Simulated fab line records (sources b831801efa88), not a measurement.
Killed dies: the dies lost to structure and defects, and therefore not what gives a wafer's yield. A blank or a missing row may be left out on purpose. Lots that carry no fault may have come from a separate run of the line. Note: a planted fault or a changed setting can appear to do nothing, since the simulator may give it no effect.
fab line records	flow sfq_line
[record] lots = 15	wafers = 45	last_day = 80
route steps=325 shown M0@38 I2@116 M3@119 I3@145
lots that met no fault: taken from a fault-free run of the same line
start_h: the number of hours between the record's first day and the start of the first shown wafer of the lot	wait_h: how many hours have passed since the lot's step before this one	" unchanged from the row above	L1.1+2: one row covering several wafers at once	- either no value or no given start	* or withheld: withheld	< > ~ a bound
route shown NAME@n: a module of which the file shows steps, and the number in the route of the first	usual: mean/standard deviation taken from wafers without a fault	same: alike in all rows	chamber/n: place in a boat	sites: the reading at each site	_std_site: standard deviation across them	_edge_site: the outer-site mean with the inner-site mean subtracted	radius_mm: for every site, how far away it sits from the centre of the wafer	mask NAME#n: copy n	behind: the tool/chamber that last shaped the wafer	hold: why the lot was held/for how many hours/how that ended	device: the transistor (n, p or np) that didn't switch	end of line: the same wafers' tests at the end of the route	a step given without rows: its recipe and nothing more	killed: the dies lost at the first sort to structure and to defects; this is not the yield of the wafer	map: dies across one wafer; x = killed, . = not, _ = none there
set.NAME: the setting the step ran with; set.NAME@STEP: the setting that earlier step ran with	model.NAME: the simulator's own value behind a step, which no gauge read
the route's steps for a sample of lots (tables are steps, rows are wafers)
services: when a tool's chamber went out of use (start_h, in hours from the record's first day, below 0 if earlier), for how many hours, and the reason
[[steps]]
[step SFQ_M0_OVL_MEAS_906]
[usual] M0_OVL = -1/5.9
lot.wafer	tool	chamber	start_h	wait_h	M0_OVL[nm]
L924.1	overlay-02	-	238.57	0.1	6
L924.4	"	-	"	"	10
L924.6	"	-	"	"	12
L925.1	overlay-01	-	246.50	0.1	-4
L925.2	"	-	"	"	-13
L925.4	"	-	"	"	-7
L926.1	overlay-02	-	252.50	0.1	4
L926.3	"	-	"	"	8
L926.4	"	-	"	"	4
L927.3	overlay-01	-	259.72	0.1	3
L927.4	"	-	"	"	0
L927.5	"	-	"	"	-1
L928.4	overlay-01	-	266.92	0.1	-5
L928.5	"	-	"	"	-2
L928.6	"	-	"	"	-5
L934.2	overlay-01	-	307.83	0.1	-6
L934.4	"	-	"	"	-3
L934.6	"	-	"	"	-8
L935.4	overlay-02	-	318.57	0.1	-4
L935.5	"	-	"	"	-3
L935.6	"	-	"	"	-9
L936.3	overlay-01	-	326.97	0.1	-5
L936.5	"	-	"	"	-3
L936.6	"	-	"	"	-5
L937.2	overlay-01	-	338.96	0.1	-8
L937.3	"	-	"	"	-8
L937.4	"	-	"	"	-5
L939.1	overlay-02	-	353.48	0.1	0
L939.4	"	-	"	"	2
L939.6	"	-	"	"	4
L942.2	overlay-01	-	373.20	0.1	3
L942.3	"	-	"	"	5
L942.4	"	-	"	"	-3
L943.2	overlay-01	-	386.40	0.1	-2
L943.3	"	-	"	"	-1
L943.5	"	-	"	"	1
L944.1	overlay-02	-	394.50	0.1	8
L944.2	"	-	"	"	11
L944.4	"	-	"	"	8
L945.2	overlay-01	-	410.11	0.1	3
L945.3	"	-	"	"	1
L945.6	"	-	"	"	1
L946.1	overlay-02	-	424.50	0.1	10
L946.3	"	-	"	"	-2
L946.5	"	-	"	"	-2
[step SFQ_TRILAYER_I2_VIA_STRIP_STRIP_071]
[recipe] gas = O2	power_w = 200	platen_temp_c = 40	overash_fraction = 0.65	chemistry = O2	pressure_mtorr = 50
[usual] drypump_motor_current_A = 5.5/0.57	oes_product_au = 0.999/0.0095
lot.wafer	tool	chamber	start_h	wait_h	drypump_motor_current_A	oes_product_au	rf_hours_counter_h
L924.1	rie_metal-02	0	550.29	-	4.8	1.022	35
L924.4	"	0	"	"	4.8	1.026	-
L924.6	"	0	"	"	4.8	1.006	-
L925.1	rie_metal-02	0	568.29	-	4.8	1.012	39
L925.2	"	0	"	"	4.8	1.017	-
L925.4	"	0	"	"	4.8	1.018	-
L926.1	rie_metal-01	1	571.99	-	6.0	0.990	30
L926.3	"	1	"	"	6.0	1.001	-
L926.4	"	1	"	"	6.0	0.998	-
L927.3	rie_metal-02	0	575.99	-	4.8	0.999	-
L927.4	"	0	"	"	4.8	1.014	-
L927.5	"	0	"	"	4.8	1.004	-
L928.4	rie_metal-02	1	596.37	-	6.0	0.992	-
L928.5	"	1	"	"	6.0	0.986	-
L928.6	"	0	"	"	4.8	1.007	-
L934.2	rie_metal-01	1	921.67	-	6.1	0.988	79
L934.4	"	0	"	"	5.8	1.000	-
L934.6	"	0	"	"	5.8	0.994	-
L935.4	rie_metal-01	1	935.07	-	6.1	0.990	-
L935.5	"	0	"	"	5.8	0.988	-
L935.6	"	1	"	"	6.1	0.987	-
L936.3	rie_metal-02	0	937.47	-	4.9	1.011	-
L936.5	"	1	"	"	6.0	0.993	-
L936.6	"	0	"	"	4.8	1.015	-
L937.2	rie_metal-02	0	942.07	-	4.8	1.013	100
L937.3	"	1	"	"	6.0	0.990	-
L937.4	"	0	"	"	4.8	1.007	-
L939.1	rie_metal-02	1	966.20	-	6.0	0.996	55
L939.4	"	0	"	"	4.8	1.010	-
L939.6	"	1	"	"	6.0	0.999	-
L942.2	rie_metal-01	0	993.72	-	5.8	1.001	64
L942.3	"	0	"	"	5.9	0.999	-
L942.4	"	1	"	"	6.1	0.997	-
L943.2	rie_metal-04	1	1000.92	-	5.0	0.994	39
L943.3	"	0	"	"	6.2	0.988	-
L943.5	"	1	"	"	5.0	0.990	-
L944.1	rie_metal-04	1	1011.72	-	5.0	0.989	41
L944.2	"	0	"	"	6.2	0.994	77
L944.4	"	0	"	"	6.2	0.996	-
L945.2	rie_metal-01	1	1029.85	-	6.0	1.005	95
L945.3	"	1	"	"	6.0	1.006	-
L945.6	"	0	"	"	5.8	0.995	-
L946.1	rie_metal-04	0	1041.85	-	6.2	0.976	81
L946.3	"	1	"	"	5.0	0.991	-
L946.5	"	1	"	"	5.0	0.988	-
[step SFQ_TRILAYER_M3_DEP_SPUTTER_073]
[recipe] material = Nb	base_pressure_pa = 1.33e-06	chamber_pressure_pa = 0.1333	substrate_temp_c = 20	resputter_cathode_voltage_v = 400	target_thk_nm = 200	power_w = 2000	time_s = 133.3
[usual] throttle_valve_pct = 29.9/1.1
lot.wafer	tool	chamber	start_h	wait_h	throttle_valve_pct
L924.1	pvd_sputter-03	-	551.27	0.0	31.5
L924.4	"	-	"	"	28.9
L924.6	"	-	"	"	31.4
L925.1	pvd_sputter-06	-	569.70	0.0	27.8
L925.2	"	-	"	"	28.3
L925.4	"	-	"	"	30.4
L926.1	pvd_sputter-03	-	573.57	0.0	30.6
L926.3	"	-	"	"	30.7
L926.4	"	-	"	"	31.4
L927.3	pvd_sputter-03	-	577.17	0.0	29.2
L927.4	"	-	"	"	30.3
L927.5	"	-	"	"	30.8
L928.4	pvd_sputter-06	-	597.00	0.0	30.7
L928.5	"	-	"	"	28.1
L928.6	"	-	"	"	28.7
L934.2	pvd_sputter-03	-	922.49	0.0	30.7
L934.4	"	-	"	"	31.4
L934.6	"	-	"	"	30.5
L935.4	pvd_sputter-03	-	935.68	0.0	30.3
L935.5	"	-	"	"	29.0
L935.6	"	-	"	"	31.3
L936.3	pvd_sputter-03	-	938.08	0.0	28.8
L936.5	"	-	"	"	30.4
L936.6	"	-	"	"	31.6
L937.2	pvd_sputter-05	-	942.88	0.0	30.3
L937.3	"	-	"	"	29.3
L937.4	"	-	"	"	31.3
L939.1	pvd_sputter-05	-	967.00	0.0	31.1
L939.4	"	-	"	"	28.8
L939.6	"	-	"	"	28.9
L942.2	pvd_sputter-05	-	994.53	0.0	31.1
L942.3	"	-	"	"	30.3
L942.4	"	-	"	"	29.1
L943.2	pvd_sputter-06	-	1001.73	0.0	30.9
L943.3	"	-	"	"	28.2
L943.5	"	-	"	"	30.6
L944.1	pvd_sputter-05	-	1012.53	0.0	30.5
L944.2	"	-	"	"	30.8
L944.4	"	-	"	"	30.0
L945.2	pvd_sputter-05	-	1030.65	0.0	29.0
L945.3	"	-	"	"	31.4
L945.6	"	-	"	"	30.2
L946.1	pvd_sputter-06	-	1042.65	0.0	28.4
L946.3	"	-	"	"	27.7
L946.5	"	-	"	"	29.0
[step SFQ_M3_RS_MEAS_919]
[recipe] thk_meas_gauge = four-point-probe	reads = Nb_of_TRILAYER_M3_DEP_SPUTTER_073
[usual] M3_NB_RS = 0.891/0.0095
lot.wafer	tool	chamber	start_h	wait_h	M3_NB_RS[ohm/sq]
L924.1	film_metro-02	-	551.36	0.0	0.888
L924.4	"	-	"	"	0.885
L924.6	"	-	"	"	0.897
L925.1	film_metro-01	-	569.79	0.0	0.884
L925.2	"	-	"	"	0.891
L925.4	"	-	"	"	0.893
L926.1	film_metro-02	-	573.66	0.0	0.903
L926.3	"	-	"	"	0.898
L926.4	"	-	"	"	0.885
L927.3	film_metro-04	-	577.30	0.1	0.884
L927.4	"	-	"	"	0.876
L927.5	"	-	"	"	0.880
L928.4	film_metro-01	-	597.15	0.1	0.875
L928.5	"	-	"	"	0.872
L928.6	"	-	"	"	0.876
L934.2	film_metro-01	-	922.60	0.1	0.905
L934.4	"	-	"	"	0.890
L934.6	"	-	"	"	0.962
L935.4	film_metro-04	-	935.83	0.1	0.890
L935.5	"	-	"	"	0.948
L935.6	"	-	"	"	0.946
L936.3	film_metro-02	-	938.21	0.1	0.898
L936.5	"	-	"	"	0.956
L936.6	"	-	"	"	0.949
L937.2	film_metro-02	-	942.99	0.1	0.891
L937.3	"	-	"	"	0.891
L937.4	"	-	"	"	0.886
L939.1	film_metro-02	-	967.09	0.0	0.887
L939.4	"	-	"	"	0.886
L939.6	"	-	"	"	0.885
L942.2	film_metro-02	-	994.64	0.1	0.876
L942.3	"	-	"	"	0.889
L942.4	"	-	"	"	0.892
L943.2	film_metro-02	-	1001.84	0.1	0.902
L943.3	"	-	"	"	0.909
L943.5	"	-	"	"	0.901
L944.1	film_metro-01	-	1012.62	0.0	0.877
L944.2	"	-	"	"	0.871
L944.4	"	-	"	"	0.883
L945.2	film_metro-01	-	1030.76	0.1	0.870
L945.3	"	-	"	"	0.872
L945.6	"	-	"	"	0.879
L946.1	film_metro-01	-	1042.74	0.0	0.889
L946.3	"	-	"	"	0.886
L946.5	"	-	"	"	0.901
[step SFQ_TRILAYER_M3_ETCH_METAL_ETCH_078]
[recipe] target = Nb	stop_on = SiO2	mask_material = PR	chemistry = Cl2/Ar	target_depth_nm = 240	icp_w = 600	bias_w = 80	pressure_mtorr = 10	time_s = 120
[usual] drypump_motor_current_A = 5.9/0.53	oes_product_au = 0.894/0.0068
lot.wafer	tool	chamber	start_h	wait_h	drypump_motor_current_A	oes_product_au	rf_hours_counter_h
L924.1	rie_metal-03	1	567.00	0.0	6.4	0.896	42
L924.4	"	0	"	"	6.3	0.898	-
L924.6	"	1	"	"	6.4	0.891	-
L925.1	rie_metal-03	0	583.90	0.0	6.3	0.898	54
L925.2	"	1	"	"	6.5	0.889	45
L925.4	"	0	"	"	6.3	0.895	-
L926.1	rie_metal-03	1	712.61	0.0	6.4	0.881	60
L926.3	"	1	"	"	6.4	0.887	-
L926.4	"	0	"	"	6.3	0.895	-
L927.3	rie_metal-02	0	719.96	0.1	4.8	0.900	-
L927.4	"	0	"	"	4.8	0.896	-
L927.5	"	0	"	"	4.8	0.896	-
L928.4	rie_metal-01	0	751.06	0.1	5.9	0.906	-
L928.5	"	1	"	"	6.1	0.895	-
L928.6	"	0	"	"	5.9	0.907	-
L934.2	rie_metal-01	1	1039.35	0.0	6.1	0.888	96
L934.4	"	1	"	"	6.0	0.896	-
L934.6	"	1	"	"	6.1	0.862	-
L935.4	rie_metal-02	1	1050.19	0.1	6.0	0.890	-
L935.5	"	0	"	"	4.9	0.863	-
L935.6	"	1	"	"	6.0	0.861	-
L936.3	rie_metal-03	1	1054.99	0.1	6.5	0.883	-
L936.5	"	1	"	"	6.5	0.852	-
L936.6	"	0	"	"	6.3	0.866	-
L937.2	rie_metal-02	1	1059.75	0.0	6.0	0.892	69
L937.3	"	1	"	"	6.0	0.898	-
L937.4	"	0	"	"	4.8	0.897	-
L939.1	rie_metal-02	1	1082.55	0.0	6.0	0.899	73
L939.4	"	0	"	"	4.8	0.893	-
L939.6	"	0	"	"	4.9	0.909	-
L942.2	rie_metal-03	1	1106.55	0.0	6.4	0.900	128
L942.3	"	0	"	"	6.3	0.894	-
L942.4	"	1	"	"	6.5	0.896	-
L943.2	rie_metal-01	0	1113.75	0.0	5.9	0.895	80
L943.3	"	1	"	"	6.0	0.889	-
L943.5	"	1	"	"	6.0	0.897	-
L944.1	rie_metal-03	0	1124.55	0.0	6.3	0.899	141
L944.2	"	1	"	"	6.4	0.904	129
L944.4	"	0	"	"	6.3	0.897	-
L945.2	rie_metal-03	1	1144.49	0.0	6.5	0.913	132
L945.3	"	0	"	"	6.3	0.910	-
L945.6	"	0	"	"	6.3	0.898	-
L946.1	rie_metal-03	1	1157.50	0.0	6.5	0.901	135
L946.3	"	0	"	"	6.3	0.893	-
L946.5	"	1	"	"	6.5	0.884	-
[step SFQ_TRILAYER_I3_VIA_ETCH_VIA_ETCH_088]
[recipe] target = SiO2	stop_on = Nb	mask_material = PR	taper_deg = 20	chemistry = CHF3	target_depth_nm = 260	source_w = 500	bias_w = 80	pressure_mtorr = 30	time_s = withheld
[usual] drypump_motor_current_A = 5.7/0.46	oes_product_au = 0.853/0.005
lot.wafer	tool	chamber	start_h	wait_h	drypump_motor_current_A	oes_product_au
L924.1	rie_diel-02	2	734.19	0.0	5.3	0.851
L924.4	"	3	"	"	6.1	0.860
L924.6	"	2	"	"	5.3	0.856
L925.1	rie_diel-04	3	754.59	0.0	5.6	0.860
L925.2	"	0	"	"	5.4	0.850
L925.4	"	1	"	"	6.3	0.860
L926.1	rie_diel-03	2	877.05	0.0	6.1	0.854
L926.3	"	0	"	"	5.1	0.852
L926.4	"	1	"	"	5.6	0.855
L927.3	rie_diel-03	0	879.45	0.0	5.2	0.852
L927.4	"	3	"	"	6.1	0.864
L927.5	"	0	"	"	5.1	0.862
L928.4	rie_diel-03	0	890.12	0.0	5.1	0.848
L928.5	"	3	"	"	6.2	0.851
L928.6	"	2	"	"	6.1	0.848
L934.2	rie_diel-02	1	1092.05	0.0	5.7	0.847
L934.4	"	2	"	"	5.3	0.853
L934.6	"	0	"	"	4.8	0.855
L935.4	rie_diel-02	0	1099.35	0.0	4.8	0.850
L935.5	"	1	"	"	5.7	0.853
L935.6	"	2	"	"	5.2	0.854
L936.3	rie_diel-03	0	1110.87	0.0	5.2	0.850
L936.5	"	1	"	"	5.6	0.848
L936.6	"	0	"	"	5.2	0.861
L937.2	rie_diel-03	0	1115.67	0.0	5.2	0.860
L937.3	"	3	"	"	6.2	0.859
L937.4	"	1	"	"	5.6	0.847
L939.1	rie_diel-03	2	1235.10	0.0	6.1	0.849
L939.4	"	0	"	"	5.2	0.855
L939.6	"	3	"	"	6.2	0.851
L942.2	rie_diel-03	0	1249.80	0.0	5.2	0.857
L942.3	"	1	"	"	5.6	0.854
L942.4	"	2	"	"	6.1	0.859
L943.2	rie_diel-02	1	1252.20	0.0	5.7	0.855
L943.3	"	0	"	"	4.8	0.850
L943.5	"	0	"	"	4.8	0.849
L944.1	rie_diel-02	0	1269.00	0.0	4.8	0.847
L944.2	"	1	"	"	5.7	0.861
L944.4	"	2	"	"	5.2	0.857
L945.2	rie_diel-04	1	1279.80	0.0	6.3	0.851
L945.3	"	3	"	"	5.6	0.854
L945.6	"	3	"	"	5.6	0.845
L946.1	rie_diel-02	1	1296.73	0.0	5.7	0.857
L946.3	"	2	"	"	5.2	0.851
L946.5	"	1	"	"	5.7	0.855
[[services]]
tool	chamber	start_h	hours	kind
rie_diel-03	1	530.73	2.5	repair
rie_metal-02	-	532.75	2.2	repair
rie_metal-03	-	571.23	2.8	pm
rie_metal-01	1	577.41	1.2	repair
rie_metal-02	-	586.96	0.6	repair
rie_diel-03	3	648.29	6.4	repair
rie_diel-03	0	692.34	14.5	repair
rie_metal-02	1	717.69	7.4	repair
rie_metal-01	1	745.96	3.2	repair
rie_diel-03	0	749.44	8.7	repair
rie_diel-03	1	756.89	6.7	repair
rie_metal-02	-	775.70	2.8	pm
rie_metal-01	1	784.84	14.5	repair
rie_metal-02	-	870.95	2.7	repair
rie_metal-02	-	1019.71	1.3	repair
rie_metal-01	-	1082.09	14.6	pm
rie_metal-03	1	1107.29	2.8	repair
rie_metal-02	0	1153.59	22.1	repair
rie_metal-01	-	1154.84	28.1	pm
rie_metal-01	-	1192.43	0.6	repair
rie_metal-01	-	1212.10	2.8	pm
rie_metal-01	1	1237.91	19.5	repair
rie_metal-02	-	1288.60	5.3	repair
rie_metal-03	0	1293.40	11.5	repair
[[key]]
[first_sign] step = SFQ_M3_RS_MEAS_919	reading = M3_NB_RS	direction = up	sigmas = 6.5	usual = 0.891	struck = 0.952
[effect] step = SFQ_TRILAYER_M3_ETCH_METAL_ETCH_078	reading = oes_product_au	direction = down	sigmas = 4.9	usual = 0.894	struck = 0.861
met_at SFQ_TRILAYER_M3_DEP_SPUTTER_073
struck_lots L934,L935,L936
struck_wafers L934.6,L935.5,L935.6,L936.5,L936.6
not_acting_at SFQ_M0_OVL_MEAS_906,SFQ_TRILAYER_I2_VIA_STRIP_STRIP_071,SFQ_TRILAYER_I3_VIA_ETCH_VIA_ETCH_088
onset_between 577.17 922.49
[fault] kind = process_parameter_drift	tool = pvd_sputter-03	chamber = -	onset_h = 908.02	steps = SFQ_TRILAYER_M3_DEP_SPUTTER_073	channel = time_s	offset = *	shape = step	end_h = 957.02	scope = struck_wafers_only	acts_in = *	stated = *
